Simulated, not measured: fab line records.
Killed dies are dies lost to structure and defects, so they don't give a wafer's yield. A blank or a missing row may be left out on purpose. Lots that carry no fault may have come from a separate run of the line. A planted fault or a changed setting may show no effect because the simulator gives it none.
A lot that was struck, set against a sound lot	flow sky130	15 out of 708 route steps
Sound: these wafers, L260.1, L260.2, L260.6. Struck: wafers L274.2, L274.4, L274.6. The cause is named last.
For every step that has rows: the tool of each side, followed by ch and its chambers, followed by its first start. Under that, the readings that differ: sound wafers	struck wafers	difference of the means	sigmas: that difference in standard deviations of wafers without a fault.
alike: readings whose means differ by less than 2 such deviations, and words and numbers that are the same on both sides. not compared: withheld readings, readings that some wafer has no value for, bounds like >300 that may hide the same value, and numbers for which the record gives no deviation and whose values overlap.
A row with sigmas, a row that says differs or no value, or rows on one side alone: a step with any of these is where the two part. Numbers that don't overlap but have no deviation are shown without sigmas and don't part them. Lack of a reading on every wafer of one side parts them only where that side has two or more wafers.

SKY_PWDE_STRIP_09: strips in O2/N2.
  sound on plasmaAsher-01 ch 0,1, day 4 19:58; struck on plasmaAsher-04 ch 0,1, day 7 23:12
reading	sound	struck	difference	sigmas
drypumpMotorCurrentA (A)	5.5 5.0 5.0	6.2 6.2 5.8	+0.9	+2
  alike: oesProductAu, stripTimeToEndpointS
  not compared: rfHoursCounterH
SKY_PWDE_TW_MEAS_10:
  sound on filmMetro-02 at day 4 20:04; struck on filmMetro-01 at day 7 23:19
  alike: PWDE_TW
then, 7 steps without rows for these wafers: SKY_NWELL_DEHYDRATE_03 (time 60 s); SKY_NWELL_HMDS_04 (prime time 60 s); SKY_NWELL_COAT_05 (resist thk 3000 nm); SKY_NWELL_SOFTBAKE_06; SKY_NWELL_EXPOSE_07 (exposes mask NWM, target cd 840 nm); SKY_NWELL_PEB_08; SKY_NWELL_DEVELOP_09 (develop time 60 s).
SKY_NWELL_OVL_MEAS_10:
  sound on overlay-02 at day 5 12:58; struck on overlay-01 at day 8 18:52
  alike: NWELL_00_OVL
then, 2 steps without rows for these wafers: SKY_NWELL_IMPLANT_11; SKY_NWELL_IMPLANT_12.
SKY_NWELL_IMPLANT_13:
  sound on implanter-02 ch 0, day 5 13:17; struck on implanter-04 ch 0, day 8 19:14
reading	sound	struck	difference	sigmas
doseIonsCm2	6.997e+11 7.008e+11 6.986e+11	6.055e+11 6.067e+11 6.069e+11	-9.333e+10	-99 or more
faradayCurrentUA	3.94 3.83 4.04	3.37 3.54 3.38	-0.51	-7
  alike: beamEnergyKeV
SKY_NWELL_STRIP_14: strips in O2/N2.
  sound on plasmaAsher-03 ch 0,1, day 5 13:26; struck on plasmaAsher-01 ch 0,1, day 8 19:21
  alike: drypumpMotorCurrentA, oesProductAu, stripTimeToEndpointS
  not compared: rfHoursCounterH
-- the record jumps here: 41 days lie between the struck wafers' starts before and after (it left off in module NWELL and takes up again in module PAD_OPEN, whose first step shown is number 708 of the route) --
SKY_PAD_OPEN_PROBE_99:
  sound on prober-02 at day 46 15:05; struck on prober-02 at day 49 17:57
reading	sound	struck	difference	sigmas
model.etest.pfet_16v.vtV (V)	-1.051 -1.06 -1.053	-1.077 -1.077 -1.088	-0.026	
model.etest.pfetG5v0d10v5.vtLongV (V)	-0.8846 -0.8978 -0.8885	-0.9135 -0.9095 -0.9143	-0.0221	
model.etest.pfet_01v8_lvt.vtSatV (V)	-0.4016 -0.395 -0.3905	-0.4159 -0.4256 -0.4324	-0.0289	
model.etest.pfet_01v8_lvt.vtV (V)	-0.4978 -0.4929 -0.4923	-0.5114 -0.5162 -0.5232	-0.0226	
model.etest.pfet_01v8_lvt.vtLongV (V)	-0.6205 -0.6179 -0.6201	-0.633 -0.6359 -0.6369	-0.016	
  alike: killed_at_M0_to_M3, killed_at_M4_up, killedAtContacts, killedAtFrontEnd, killedAtOther, killedDies, killedOpen, killedShort
  not compared: model.etest.pfetG5v0d10v5.vtV, model.etest.pfet_01v8_lvt.bodyRiseV

## WHERE THEY PART
Last at SKY_NWELL_IMPLANT_13 as far as this record goes, first at SKY_PWDE_STRIP_09. Later steps at which nothing parts them and some readings are alike: SKY_NWELL_STRIP_14, SKY_PAD_OPEN_PROBE_99.

WHY: what the simulator had put in
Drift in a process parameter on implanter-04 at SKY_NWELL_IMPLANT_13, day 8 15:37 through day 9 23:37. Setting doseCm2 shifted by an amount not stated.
